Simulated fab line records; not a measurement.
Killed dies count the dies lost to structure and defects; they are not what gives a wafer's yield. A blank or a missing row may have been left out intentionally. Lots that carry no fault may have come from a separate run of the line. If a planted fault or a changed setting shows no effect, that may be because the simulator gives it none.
Which tool is to blame?	flow sky130	36 wafers from 12 lots sampled at 5 of the route's 708 steps

## WHAT THE GAUGES SHOWED, per wafer
SKY_POLY_CUT_CD_MEAS_08: target cd 270 nm.
lot	measured	on	cdNm (nm)
L267	day 24 02:04	cdSem-01	269.6 269.7 268.7
L269	day 25 07:31	cdSem-01	269.9 272.3 271.3
L271	day 26 08:25	cdSem-02	270.2 271.3 271.2
L273	day 26 20:34	cdSem-01	268.2 270.3 269.8
L274	day 27 09:04	cdSem-01	269.9 268.6 270.1
L275	day 27 09:59	cdSem-02	269.5 271.0 270.1
L276	day 28 01:41	cdSem-01	270.9 270.5 271.6
L277	day 28 13:14	cdSem-01	271.7 270.9 271.2
L282	day 30 20:37	cdSem-02	268.3 268.0 268.9
L289	day 32 10:00	cdSem-02	269.9 270.5 269.3
L288	day 32 12:19	cdSem-02	272.6 270.8 273.0
L290	day 32 16:01	cdSem-02	272.0 271.9 272.3

SKY_SD_N_RS_MEAS_17: measurement is done with a four-point probe.
lot	measured	on	SD_P_RS (ohm/sq)
L267	day 27 20:32	filmMetro-02	147.1 147.2 147.0
L269	day 29 01:02	filmMetro-04	147.1 147.0 146.4
L271	day 30 00:31	filmMetro-04	146.5 146.7 147.1
L273	day 30 13:24	filmMetro-04	147.1 147.1 146.2
L274	day 31 00:19	filmMetro-01	147.3 147.0 146.7
L275	day 31 01:53	filmMetro-02	147.5 147.3 147.0
L276	day 31 17:02	filmMetro-02	147.1 146.8 146.6
L277	day 32 02:25	filmMetro-02	147.1 146.8 147.4
L282	day 34 05:59	filmMetro-04	148.1 147.7 148.3
L289	day 35 17:40	filmMetro-04	147.0 146.5 147.2
L288	day 35 22:22	filmMetro-02	146.8 146.8 146.5
L290	day 36 01:43	filmMetro-04	146.2 146.8 147.1

SKY_LI_CONTACT_BOW_MEAS_03.
lot	measured	on	LI_CONTACT_BOW (um)
L267	day 27 21:38	filmMetro-04	67 63 63
L269	day 29 01:46	filmMetro-02	55 63 62
L271	day 30 01:22	filmMetro-04	61 58 64
L273	day 30 14:11	filmMetro-04	61 55 55
L274	day 31 01:02	filmMetro-01	56 57 60
L275	day 31 02:36	filmMetro-01	63 72 57
L276	day 31 17:46	filmMetro-01	54 52 49
L277	day 32 03:31	filmMetro-02	43 55 61
L282	day 34 06:43	filmMetro-02	65 67 47
L289	day 35 18:23	filmMetro-04	64 59 57
L288	day 35 23:05	filmMetro-01	56 48 57
L290	day 36 02:26	filmMetro-04	69 50 57

## EACH LOT AND THE TOOL THAT RAN IT (in order: tool; ch and the chambers of the sampled wafers; start)
lot	SKY_POLY_CUT_ETCH_10	SKY_SD_P_IMPLANT_09
L267	rieDiel-01 ch 0,2,3, day 24 02:14	implanter-01 ch 0, day 25 08:05
L269	rieDiel-03 ch 1,2, day 25 07:41	implanter-04 ch 0, day 26 13:37
L271	rieDiel-03 ch 1,3, day 26 08:32	implanter-02 ch 0, day 27 13:41
L273	rieDiel-02 ch 1,2, day 26 20:43	implanter-01 ch 0, day 28 02:07
L274	rieDiel-01 ch 1,2,3, day 27 09:11	implanter-01 ch 0, day 28 14:50
L275	rieDiel-02 ch 1,2, day 27 10:08	implanter-04 ch 0, day 28 16:00
L276	rieDiel-01 ch 0,1,2, day 28 01:50	implanter-02 ch 0, day 29 07:46
L277	rieDiel-01 ch 0,1, day 28 13:22	implanter-01 ch 0, day 29 17:56
L282	rieDiel-02 ch 0,1,3, day 30 20:47	implanter-01 ch 0, day 31 23:50
L289	rieDiel-02 ch 0,1,3, day 32 10:10	implanter-02 ch 0, day 33 12:53
L288	rieDiel-01 ch 0,2,3, day 32 12:26	implanter-02 ch 0, day 33 15:40
L290	rieDiel-03 ch 1,2, day 32 16:09	implanter-04 ch 0, day 33 19:28
- SKY_POLY_CUT_ETCH_10: etches BARC in N2/H2, stops on SiO2, time 45.9 s, target depth 60 nm.
- SKY_SD_P_IMPLANT_09

## WHAT THE TOOLS THEMSELVES READ (means of the sampled wafers that have a number; where no wafer has one, the mark that the record gives instead)
SKY_POLY_CUT_ETCH_10.
lot	tool	chamberPressureMTorr (mTorr)	drypumpMotorCurrentA (A)	n2FlowSccm (sccm)	oesProductAu (a.u.)	throttleValvePct (%)
L267	rieDiel-01	29.980	5.6	99.9	0.852	13.220
L269	rieDiel-03	29.982	5.9	99.7	0.854	13.230
L271	rieDiel-03	30.015	6.1	100.0	0.856	13.229
L273	rieDiel-02	29.975	6.2	100.2	0.855	13.222
L274	rieDiel-01	29.985	5.4	99.8	0.856	13.229
L275	rieDiel-02	29.970	6.1	100.3	0.855	13.231
L276	rieDiel-01	30.019	5.5	99.9	0.855	13.227
L277	rieDiel-01	30.001	5.3	99.6	0.851	13.222
L282	rieDiel-02	29.981	5.4	100.1	0.853	13.222
L289	rieDiel-02	29.999	5.4	99.9	0.856	13.227
L288	rieDiel-01	30.006	5.6	100.0	0.857	13.224
L290	rieDiel-03	29.985	5.9	99.8	0.856	13.226

## THE ANSWER, worked out from the rows above alone
Rule: usual is defined by the lots themselves. Put in order of their means at a reading, lots are off if they are a third of the lots or fewer, leave a main group of 4 or more, and stand apart from it by a gap of 3 or more times the standard deviation of the main group's means; of several such gaps the widest counts. If all means in a main group match to the digits the tables above print for the reading, that group is not used. A lot without any number at a reading at which 4 lots or more have one is off too. All remaining lots with rows at the step are treated as sound. Order of review: gauges by route order, followed by the tools' own readings, for which a lot's mean as printed above is used. At the first step where some lot is off, the reading lying furthest off is the one used; lots without a number count as furthest.
Off: at SKY_SD_N_RS_MEAS_17 (SD_P_RS), L282. For the main group the mean is 146.9 ohm/sq and the standard deviation 0.18.
If a tool, at a process step before that reading, ran all the lots that are off and no sound lot after the first of them, it fits. The gauges at SKY_SD_N_RS_MEAS_17 are tried like those tools. One candidate fits, namely implanter-01 at SKY_SD_P_IMPLANT_09. Its last sound lot is L277 (day 29 17:56), its first lot that is off L282 (day 31 23:50): a fault that began between those two fits.

## WHAT THE SIMULATOR PUT IN
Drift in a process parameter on implanter-01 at SKY_SD_P_IMPLANT_09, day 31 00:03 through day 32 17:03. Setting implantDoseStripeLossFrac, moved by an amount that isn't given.
Struck lots among those shown: L282. The rule above reached the same finding.
